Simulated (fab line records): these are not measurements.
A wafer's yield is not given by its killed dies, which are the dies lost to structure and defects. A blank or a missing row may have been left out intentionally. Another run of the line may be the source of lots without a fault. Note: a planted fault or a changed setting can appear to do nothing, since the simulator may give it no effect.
What tool caused it? / flow sky130 / 6 lots (18 wafers sampled), 1 step of a 708-step route

WHAT EACH GAUGE READ, for each wafer
SKY_GATE_OXIDE_OVL_MEAS_10.
lot=L289; measured=day 14 05:35; on=overlay-02; GATE_OXIDE_OVL (nm)=-1.2 -1.3 -1.1
lot=L293; measured=day 15 12:22; on=overlay-02; GATE_OXIDE_OVL (nm)=-3.1 -2.2 -3.3
lot=L295; measured=day 16 22:48; on=overlay-01; GATE_OXIDE_OVL (nm)=0.5 0.0 -0.6
lot=L296; measured=day 17 21:05; on=overlay-02; GATE_OXIDE_OVL (nm)=-0.8 1.2 2.2
lot=L306; measured=day 20 07:50; on=overlay-02; GATE_OXIDE_OVL (nm)=-1.6 -0.5 -0.2
lot=L310; measured=day 21 16:50; on=overlay-02; GATE_OXIDE_OVL (nm)=1.5 -0.3 0.3

WHICH TOOL RAN EACH LOT (tool, then ch and the chambers of the sampled wafers, then the start)
Record: no process step prior to these readings.

THE ANSWER, worked out from the rows above alone
Rule: the lots themselves supply what counts as usual. The widest of any qualifying gaps counts: lots, ordered by their means at a reading, are off when they make up no more than a third of the lots, leave a main group of 4 or more, and stand apart from it by 3 or more times the standard deviation of that group's means. The tables above print the reading to a certain number of digits; a main group whose means all agree to those digits is not used. A lot without any number at a reading at which 4 lots or more have one is off too. The other lots that the step has rows for count as sound.
Across all readings shown, no lot is off: no conclusion can be drawn from this.

WHAT HAD BEEN PUT IN BY THE SIMULATOR
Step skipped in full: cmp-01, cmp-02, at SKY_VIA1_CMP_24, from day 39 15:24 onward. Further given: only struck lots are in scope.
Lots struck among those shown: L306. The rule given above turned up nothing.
